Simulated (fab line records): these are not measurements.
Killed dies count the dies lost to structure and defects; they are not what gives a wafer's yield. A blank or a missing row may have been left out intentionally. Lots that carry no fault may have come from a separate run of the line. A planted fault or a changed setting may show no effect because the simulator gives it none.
fab line records    flow sky130
record: lots: 6  wafers: 18  last-day: 50
route steps=708 shown NWELL@82 PWDE@84 VT_ADJUST_HVTP@85 VT_ADJUST_LVTN@97 PAD_OPEN@708
lots with no fault: from the same line, run without faults
start-h: hours from the record's first day to the start of the lot's first wafer shown    wait-h: hours from the lot's prior step to this one    " same as the row above    L1.1+2: several wafers, shown together as one row    - no value present, or no start provided    * or withheld: withheld    < > ~ a bound
route shown NAME@n: NAME is a module with steps in the file, n the number in the route of the first one    usual: average and standard deviation across the fault-free wafers    same: alike in all rows    chamber/n: place in a boat    sites: the reading at each site    _std_site: their standard deviation    _edge_site: inner sites' mean taken away from outer sites' mean    radius-mm: for every site, how far away it sits from the centre of the wafer    mask NAME#n: copy n    behind: tool/chamber where the wafer was last shaped    hold: the reason the lot was held/the length of the hold in hours/how it ended    device: the transistor (n, p or np) that didn't switch    end of line: the same wafers' tests at the end of the route    for a step that has no rows: nothing shown but its recipe    killed: at the first sort, the dies lost to defects and structure; wafer yield is something else    map: the dies of a wafer, with x for killed, . for not killed, _ for no die there
set.NAME: the setting that was run; set.NAME@STEP: the one run at that earlier step    model.NAME: the simulator's own value behind a step, which no gauge read
lots seen at some steps along the route; tables by step, rows by wafer
services: a tool's chamber out of use, with start hour (start-h, from the record's first day; less than 0 if before it), hours out, and reason
== steps ==
step: SKY_NWELL_RS_MEAS_29
recipe: thk-meas-gauge: four-point-probe
usual: NWELL_RS: 624.5/1.6
lot.wafer  tool           chamber  start-h  wait-h  NWELL_RS[ohm/sq]
L500.2     film-metro-03  -        120.86   0.1     622.2
L500.3     "              -        "        "       623.0
L500.4     "              -        "        "       621.4
L504.2     film-metro-03  -        147.43   0.1     624.4
L504.4     "              -        "        "       623.2
L504.5     "              -        "        "       625.8
L505.2     film-metro-04  -        153.53   0.1     623.0
L505.3     "              -        "        "       620.8
L505.6     "              -        "        "       622.6
L509.2     film-metro-03  -        178.36   0.1     623.7
L509.3     "              -        "        "       624.0
L509.6     "              -        "        "       625.7
L517.2     film-metro-04  -        227.31   0.1     624.1
L517.5     "              -        "        "       623.0
L517.6     "              -        "        "       623.5
L518.1     film-metro-04  -        229.05   0.1     624.5
L518.3     "              -        "        "       625.6
L518.6     "              -        "        "       627.1
step: SKY_NWELL_RS_MEAS_31
recipe: thk-meas-gauge: four-point-probe
usual: PWDE_RS: 5279/18
lot.wafer  tool           chamber  start-h  wait-h  PWDE_RS[ohm/sq]
L500.2     film-metro-03  -        121.10   0.1     5284
L500.3     "              -        "        "       5281
L500.4     "              -        "        "       5274
L504.2     film-metro-03  -        147.67   0.1     5277
L504.4     "              -        "        "       5280
L504.5     "              -        "        "       5272
L505.2     film-metro-04  -        153.77   0.1     5256
L505.3     "              -        "        "       5266
L505.6     "              -        "        "       5268
L509.2     film-metro-03  -        178.60   0.1     5267
L509.3     "              -        "        "       5262
L509.6     "              -        "        "       5282
L517.2     film-metro-04  -        227.55   0.1     5268
L517.5     "              -        "        "       5263
L517.6     "              -        "        "       5278
L518.1     film-metro-04  -        229.29   0.1     5274
L518.3     "              -        "        "       5275
L518.6     "              -        "        "       5273
step: SKY_VT_ADJUST_HVTP_DEHYDRATE_00
recipe: temp-c: 200  time-s: 60
step: SKY_VT_ADJUST_HVTP_HMDS_01
recipe: prime-time-s: 60  prime-temp-c: 120
step: SKY_VT_ADJUST_HVTP_COAT_02
recipe: resist: NOVOLAK  spin-rpm: 3000  resist-thk-nm: 1140
step: SKY_VT_ADJUST_HVTP_SOFTBAKE_03
recipe: temp-c: 90  time-s: 60  resist: NOVOLAK
step: SKY_VT_ADJUST_HVTP_EXPOSE_04
recipe: mask-id: HVTPM  na: 0.6  source-shape: conventional  sigma-outer: 0.6  polarization: unpolarized  target-cd-nm: 380  dose-mj: 140
step: SKY_VT_ADJUST_HVTP_PEB_05
recipe: temp-c: withheld  time-s: *  resist: NOVOLAK
step: SKY_VT_ADJUST_HVTP_DEVELOP_06
recipe: resist: NOVOLAK  developer: TMAH  develop-time-s: 60  dev-temp-c: 23
step: SKY_VT_ADJUST_HVTP_CD_MEAS_07
recipe: target-cd-nm: 380
usual: cd-nm: 379.7/2
lot.wafer  tool       chamber  start-h  wait-h  cd-nm
L500.2     cd-sem-01  -        138.72   0.1     381.6
L500.3     "          -        "        "       378.3
L500.4     "          -        "        "       380.7
L504.2     cd-sem-01  -        167.68   0.1     378.4
L504.4     "          -        "        "       381.2
L504.5     "          -        "        "       380.5
L505.2     cd-sem-02  -        174.12   0.1     381.3
L505.3     "          -        "        "       381.0
L505.6     "          -        "        "       381.8
L509.2     cd-sem-02  -        199.97   0.1     379.1
L509.3     "          -        "        "       379.4
L509.6     "          -        "        "       379.2
L517.2     cd-sem-01  -        251.03   0.1     379.4
L517.5     "          -        "        "       378.6
L517.6     "          -        "        "       377.8
L518.1     cd-sem-02  -        252.55   0.1     379.0
L518.3     "          -        "        "       379.9
L518.6     "          -        "        "       381.3
step: SKY_VT_ADJUST_HVTP_OVL_MEAS_08
usual: VT_ADJUST_HVTP_OVL: 0.0/1.6
lot.wafer  tool        chamber  start-h  wait-h  VT_ADJUST_HVTP_OVL[nm]
L500.2     overlay-02  -        138.82   0.1     -1.1
L500.3     "           -        "        "       -2.0
L500.4     "           -        "        "       -0.4
L504.2     overlay-02  -        167.79   0.1     0.1
L504.4     "           -        "        "       1.1
L504.5     "           -        "        "       0.7
L505.2     overlay-02  -        174.22   0.1     1.6
L505.3     "           -        "        "       2.4
L505.6     "           -        "        "       1.4
L509.2     overlay-02  -        200.07   0.1     -1.5
L509.3     "           -        "        "       -1.4
L509.6     "           -        "        "       -0.8
L517.2     overlay-02  -        251.14   0.1     0.5
L517.5     "           -        "        "       2.1
L517.6     "           -        "        "       0.9
L518.1     overlay-02  -        252.67   0.1     0.3
L518.3     "           -        "        "       1.2
L518.6     "           -        "        "       -0.3
step: SKY_VT_ADJUST_HVTP_IMPLANT_09
recipe: species: As  energy-kev: 150  dose-cm2: 4.3e+12  tilt-deg: withheld
usual: beam-energy-keV: 150.01/0.052  dose-ions-cm2: 4.3e+12/5.1e+09  faraday-current-uA: 24.3/0.48
lot.wafer  tool          chamber  start-h  wait-h  beam-energy-keV  dose-ions-cm2  faraday-current-uA
L500.2     implanter-02  0        138.88   0.0     150.00           4.297e+12      24.5
L500.3     "             0        "        "       150.01           4.296e+12      24.5
L500.4     "             0        "        "       149.93           4.303e+12      24.7
L504.2     implanter-02  0        167.84   0.0     150.01           4.304e+12      24.0
L504.4     "             0        "        "       150.05           4.304e+12      24.0
L504.5     "             0        "        "       150.01           4.298e+12      24.1
L505.2     implanter-01  0        174.28   0.0     149.98           4.302e+12      23.4
L505.3     "             0        "        "       149.96           4.295e+12      23.4
L505.6     "             0        "        "       149.99           4.3e+12        25.2
L509.2     implanter-02  0        200.13   0.0     150.00           4.297e+12      23.7
L509.3     "             0        "        "       149.97           4.297e+12      24.2
L509.6     "             0        "        "       150.05           4.295e+12      23.4
L517.2     implanter-01  0        251.19   0.0     149.94           1.536e+12      8.6
L517.5     "             0        "        "       149.88           1.532e+12      8.6
L517.6     "             0        "        "       149.98           1.535e+12      8.5
L518.1     implanter-01  0        252.70   0.0     149.98           1.535e+12      8.7
L518.3     "             0        "        "       149.97           1.526e+12      8.6
L518.6     "             0        "        "       150.07           1.529e+12      8.5
step: SKY_VT_ADJUST_HVTP_STRIP_10
recipe: chemistry: O2/N2  power-w: 1400  pressure-mtorr: 1500  platen-temp-c: withheld  o2-flow-sccm: 3000  n2-flow-sccm: 300  overash-fraction: 0.5
usual: drypump-motor-current-A: 6.0/0.38  oes-product-au: 0.715/0.0042  strip-time-to-endpoint-s: 14.18/0.041
lot.wafer  tool             chamber  start-h  wait-h  drypump-motor-current-A  oes-product-au  rf-hours-counter-h  strip-time-to-endpoint-s
L500.2     plasma-asher-03  0        139.00   0.1     5.6                      0.722           45                  14.25
L500.3     "                1        "        "       6.1                      0.719           -                   14.24
L500.4     "                0        "        "       5.6                      0.713           -                   14.28
L504.2     plasma-asher-02  0        167.97   0.1     6.1                      0.712           51                  14.17
L504.4     "                1        "        "       5.7                      0.711           -                   14.20
L504.5     "                1        "        "       5.7                      0.718           -                   14.13
L505.2     plasma-asher-01  0        174.40   0.1     6.7                      0.718           6                   14.13
L505.3     "                0        "        "       6.7                      0.711           -                   14.15
L505.6     "                1        "        "       5.9                      0.714           -                   14.13
L509.2     plasma-asher-01  1        200.25   0.1     5.9                      0.719           9                   14.15
L509.3     "                0        "        "       6.7                      0.715           -                   14.20
L509.6     "                1        "        "       5.9                      0.716           -                   14.20
L517.2     plasma-asher-02  1        251.32   0.1     5.6                      0.721           59                  14.15
L517.5     "                0        "        "       6.1                      0.711           -                   14.16
L517.6     "                1        "        "       5.6                      0.713           -                   14.20
L518.1     plasma-asher-01  0        252.85   0.1     6.7                      0.716           14                  14.21
L518.3     "                1        "        "       5.9                      0.713           -                   14.25
L518.6     "                0        "        "       6.7                      0.717           -                   14.20
step: SKY_VT_ADJUST_HVTP_TW_MEAS_11
usual: VT_ADJUST_HVTP_TW: 1358/6.5
lot.wafer  tool           chamber  start-h  wait-h  VT_ADJUST_HVTP_TW
L500.2     film-metro-02  -        139.11   0.1     1361
L500.3     "              -        "        "       1357
L500.4     "              -        "        "       1356
L504.2     film-metro-01  -        168.08   0.1     1369
L504.4     "              -        "        "       1373
L504.5     "              -        "        "       1370
L505.2     film-metro-01  -        174.51   0.1     1367
L505.3     "              -        "        "       1369
L505.6     "              -        "        "       1364
L509.2     film-metro-04  -        200.36   0.1     1350
L509.3     "              -        "        "       1348
L509.6     "              -        "        "       1350
L517.2     film-metro-02  -        251.43   0.1     983
L517.5     "              -        "        "       986
L517.6     "              -        "        "       989
L518.1     film-metro-04  -        252.95   0.1     971
L518.3     "              -        "        "       969
L518.6     "              -        "        "       977
step: SKY_VT_ADJUST_LVTN_DEHYDRATE_00
recipe: temp-c: 200  time-s: 60
step: SKY_PAD_OPEN_PROBE_99
usual: killed_at_M0_to_M3: 44/7.2  killed_at_M4_up: 3.1/1.8  killed-at-contacts: 25/5.2  killed-at-front-end: 15/3.9  killed-at-other: 0.2/0.5  killed-dies: 86/9.5  killed-open: 47/7.3  killed-short: 40/6
same: gross-dies: 492  killed-at-back-side: 0
lot.wafer  tool       chamber  start-h  wait-h  killed_at_M0_to_M3  killed_at_M4_up  killed-at-contacts  killed-at-front-end  killed-at-other  killed-dies  killed-open  killed-short
L500.2     prober-02  -        1096.57  0.1     49                  0                26                  17                   0                92           51           41
L500.3     prober-02  -        1096.62  0.2     45                  5                19                  20                   0                89           54           35
L500.4     prober-02  -        1096.67  0.2     41                  1                26                  13                   0                81           43           38
L504.2     prober-02  -        1120.18  0.1     40                  5                27                  8                    2                82           45           37
L504.4     prober-02  -        1120.28  0.2     41                  5                34                  8                    3                91           52           39
L504.5     prober-02  -        1120.33  0.2     50                  4                33                  12                   0                99           58           41
L505.2     prober-01  -        1126.04  0.1     49                  3                27                  12                   0                91           52           39
L505.3     prober-01  -        1126.09  0.2     39                  2                25                  10                   0                76           36           40
L505.6     prober-01  -        1126.24  0.2     36                  5                29                  14                   1                85           45           40
L509.2     prober-01  -        1143.52  0.1     41                  1                31                  20                   1                94           59           35
L509.3     prober-01  -        1143.57  0.2     49                  3                17                  11                   0                80           42           38
L509.6     prober-01  -        1143.72  0.2     48                  3                13                  9                    0                73           34           39
L518.1     prober-01  -        1184.06  0.1     52                  1                16                  15                   0                84           49           35
L518.3     prober-01  -        1184.16  0.2     42                  2                26                  13                   0                83           51           32
L518.6     prober-01  -        1184.31  0.2     48                  2                31                  16                   0                97           49           48
L517.2     prober-02  -        1188.43  0.1     43                  4                23                  20                   0                90           45           45
L517.5     prober-02  -        1188.58  0.2     30                  2                22                  19                   0                73           34           39
L517.6     prober-02  -        1188.63  0.2     56                  0                27                  11                   1                95           50           45
killed by level:class
L500.2 VIA1:geometric-particle:open=11 VIA3:geometric-particle:open=9 VIA2:geometric-particle:open=8 CONTACT:geometric-particle:open=7 METAL1:geometric-particle:short=7 LOCAL_INTERCONNECT:geometric-particle:short=6 VIA1:geometric-particle:short=6 LI_CONTACT:geometric-particle:open=5
L500.3 VIA1:geometric-particle:open=11 CONTACT:geometric-particle:open=9 FIELD_ISO:geometric-particle:short=8 LI_CONTACT:geometric-particle:open=8 VIA2:geometric-particle:open=7 VIA1:geometric-particle:short=6 METAL1:geometric-particle:short=5 VIA3:geometric-particle:short=5
L500.4 CONTACT:geometric-particle:open=9 METAL1:geometric-particle:short=9 VIA1:geometric-particle:open=9 POLY_GATE:geometric-particle:open=5 LI_CONTACT:geometric-particle:open=5 LOCAL_INTERCONNECT:geometric-particle:short=5 VIA1:geometric-particle:short=5 LI_CONTACT:geometric-particle:short=4
L504.2 VIA1:geometric-particle:open=12 CONTACT:geometric-particle:open=9 LI_CONTACT:geometric-particle:open=8 VIA3:geometric-particle:open=7 METAL2:geometric-particle:short=6 VIA3:geometric-particle:short=5 CONTACT:geometric-particle:short=4 LOCAL_INTERCONNECT:geometric-particle:short=4
L504.4 CONTACT:geometric-particle:open=12 VIA1:geometric-particle:open=10 LI_CONTACT:geometric-particle:open=8 VIA2:geometric-particle:open=7 CONTACT:geometric-particle:short=5 LI_CONTACT:geometric-particle:short=4 LOCAL_INTERCONNECT:geometric-particle:short=4 METAL1:geometric-particle:open=4
L504.5 VIA1:geometric-particle:open=14 CONTACT:geometric-particle:open=11 LI_CONTACT:geometric-particle:open=10 VIA1:geometric-particle:short=9 VIA2:geometric-particle:open=7 POLY_GATE:geometric-particle:open=5 VIA3:geometric-particle:open=5 VIA2:geometric-particle:short=4
L505.2 VIA1:geometric-particle:open=12 VIA2:geometric-particle:open=8 FIELD_ISO:geometric-particle:short=7 METAL1:geometric-particle:short=7 CONTACT:geometric-particle:open=7 LI_CONTACT:geometric-particle:open=6 CONTACT:geometric-particle:short=6 VIA3:geometric-particle:open=6
L505.3 CONTACT:geometric-particle:open=10 LOCAL_INTERCONNECT:geometric-particle:short=6 VIA1:geometric-particle:open=6 METAL2:geometric-particle:short=6 CONTACT:geometric-particle:short=5 METAL1:geometric-particle:open=5 VIA2:geometric-particle:open=4 METAL3:geometric-particle:short=4
L505.6 VIA1:geometric-particle:open=10 CONTACT:geometric-particle:open=9 FIELD_ISO:geometric-particle:short=8 CONTACT:geometric-particle:short=8 LI_CONTACT:geometric-particle:open=7 VIA3:geometric-particle:open=6 METAL3:geometric-particle:short=5 VIA2:geometric-particle:open=4
L509.2 CONTACT:geometric-particle:open=14 VIA1:geometric-particle:open=13 LI_CONTACT:geometric-particle:open=8 FIELD_ISO:geometric-particle:short=7 VIA2:geometric-particle:open=7 POLY_GATE:geometric-particle:open=5 FIELD_ISO:geometric-particle:open=4 LOCAL_INTERCONNECT:geometric-particle:short=4
L509.3 VIA2:geometric-particle:open=12 METAL2:geometric-particle:short=9 LI_CONTACT:geometric-particle:open=8 VIA3:geometric-particle:open=6 VIA1:geometric-particle:short=5 VIA1:geometric-particle:open=5 FIELD_ISO:geometric-particle:short=4 METAL1:geometric-particle:short=4
L509.6 VIA1:geometric-particle:open=13 VIA1:geometric-particle:short=8 VIA3:geometric-particle:open=7 CONTACT:geometric-particle:open=5 METAL2:geometric-particle:short=5 VIA2:geometric-particle:short=5 CONTACT:geometric-particle:short=4 FIELD_ISO:geometric-particle:short=3
L518.1 VIA3:geometric-particle:open=10 METAL2:geometric-particle:short=9 VIA1:geometric-particle:open=9 VIA1:geometric-particle:short=7 VIA2:geometric-particle:open=6 CONTACT:geometric-particle:open=6 SPACER:geometric-particle:open=4 LI_CONTACT:geometric-particle:open=4
L518.3 VIA1:geometric-particle:open=12 LI_CONTACT:geometric-particle:open=9 CONTACT:geometric-particle:open=8 VIA3:geometric-particle:open=7 VIA1:geometric-particle:short=6 METAL2:geometric-particle:short=6 LOCAL_INTERCONNECT:geometric-particle:short=4 CONTACT:geometric-particle:short=4
L518.6 LI_CONTACT:geometric-particle:open=10 VIA1:geometric-particle:open=10 VIA3:geometric-particle:open=9 LOCAL_INTERCONNECT:geometric-particle:short=8 CONTACT:geometric-particle:open=7 METAL1:geometric-particle:short=6 FIELD_ISO:geometric-particle:short=5 POLY_GATE:geometric-particle:short=5
L517.2 VIA1:geometric-particle:open=12 LI_CONTACT:geometric-particle:open=7 CONTACT:geometric-particle:open=6 METAL1:geometric-particle:short=6 FIELD_ISO:geometric-particle:short=5 CONTACT:geometric-particle:short=5 VIA3:geometric-particle:open=5 POLY_GATE:geometric-particle:short=4
L517.5 CONTACT:geometric-particle:open=7 LI_CONTACT:geometric-particle:open=6 METAL1:geometric-particle:short=6 LOCAL_INTERCONNECT:geometric-particle:short=5 VIA2:geometric-particle:open=5 POLY_GATE:geometric-particle:open=4 POLY_GATE:geometric-particle:short=4 VIA2:geometric-particle:short=4
L517.6 VIA2:geometric-particle:open=11 CONTACT:geometric-particle:short=7 CONTACT:geometric-particle:open=7 VIA1:geometric-particle:open=7 VIA1:geometric-particle:short=7 VIA3:geometric-particle:open=7 METAL1:geometric-particle:short=5 VIA2:geometric-particle:short=5
== services ==
tool             chamber  start-h  hours  kind
plasma-asher-01  0        117.75   -      clean
plasma-asher-01  1        117.75   -      clean
implanter-01     -        128.02   3.6    repair
plasma-asher-03  -        167.04   19.2   repair
implanter-02     -        189.89   3.6    repair
implanter-02     -        229.61   4.1    repair
== key ==
first-sign: step: SKY_VT_ADJUST_HVTP_IMPLANT_09  reading: dose-ions-cm2  direction: down  sigmas: 99+  usual: *  struck: *
effect: step: SKY_VT_ADJUST_HVTP_IMPLANT_09  reading: faraday-current-uA  direction: down  sigmas: 33  usual: 24.3  struck: 8.6
effect: step: SKY_VT_ADJUST_HVTP_TW_MEAS_11  reading: VT_ADJUST_HVTP_TW  direction: down  sigmas: 59  usual: 1358  struck: 979
met-at SKY_VT_ADJUST_HVTP_IMPLANT_09
struck-wafers L517.2,L517.5,L517.6,L518.1,L518.3,L518.6
tester-left-out L517,L518
onset-between 174.28 251.19
fault: kind: process-parameter-drift  tool: implanter-01  chamber: -  onset-h: 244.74  steps: SKY_VT_ADJUST_HVTP_IMPLANT_09  channel: dose-cm2  offset: *  shape: step  end-h: 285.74  acts-in: *  stated: *
tester-left-out: of these lots the tester's yield and bins aren't shown, on N5 and GAA mostly nor the transistor test; their killed dies are dies lost to structure and defects alone, not to doping, threshold or leakage, so they don't give the yield
